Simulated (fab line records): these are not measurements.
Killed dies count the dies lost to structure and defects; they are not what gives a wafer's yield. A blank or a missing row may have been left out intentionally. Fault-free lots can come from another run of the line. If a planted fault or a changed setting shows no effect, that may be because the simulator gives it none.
The tool behind it: which one? + flow gf180mcu + 36 wafers sampled from 12 lots at 1 step of a route of 602

WHAT THE GAUGES SHOWED, per wafer
GF_V1_CD_MEAS_14 targets a cd of 260 nm.
| lot  | measured     | on        | cd_nm (nm)        |
|------|--------------|-----------|-------------------|
| L075 | day 18 14:58 | cd_sem-02 | 260.2 260.9 261.0 |
| L077 | day 19 07:29 | cd_sem-02 | 261.4 260.4 261.2 |
| L079 | day 20 02:17 | cd_sem-02 | 259.6 260.5 259.9 |
| L081 | day 21 00:32 | cd_sem-01 | 260.0 261.0 260.7 |
| L083 | day 21 15:07 | cd_sem-01 | 258.4 259.1 258.7 |
| L085 | day 22 11:28 | cd_sem-01 | 259.9 259.5 260.2 |
| L087 | day 22 20:16 | cd_sem-01 | 260.8 261.1 262.5 |
| L089 | day 23 16:32 | cd_sem-01 | 261.4 259.8 260.7 |
| L091 | day 24 22:43 | cd_sem-02 | 258.1 259.2 258.2 |
| L094 | day 25 15:35 | cd_sem-01 | 261.3 261.8 261.2 |
| L095 | day 25 18:24 | cd_sem-01 | 261.0 260.5 261.5 |
| L097 | day 26 12:20 | cd_sem-02 | 261.7 261.3 262.3 |

EACH LOT AND THE TOOL THAT RAN IT (in order: tool; ch and the chambers of the sampled wafers; start)
Before these readings, the record contains no process step.

THE ANSWER, worked out from the rows above alone
Rule: the lots themselves supply what counts as usual. The widest of any qualifying gaps counts: lots, ordered by their means at a reading, are off when they make up no more than a third of the lots, leave a main group of 4 or more, and stand apart from it by 3 or more times the standard deviation of that group's means. A main group whose means are all the same, to the digits that the tables above print for the reading, isn't used. A lot without any number at a reading at which 4 lots or more have one is off too. The other lots that the step has rows for count as sound.
Nothing can be told from this: no lot is off at any reading shown.

WHAT THE SIMULATOR HAD INSERTED
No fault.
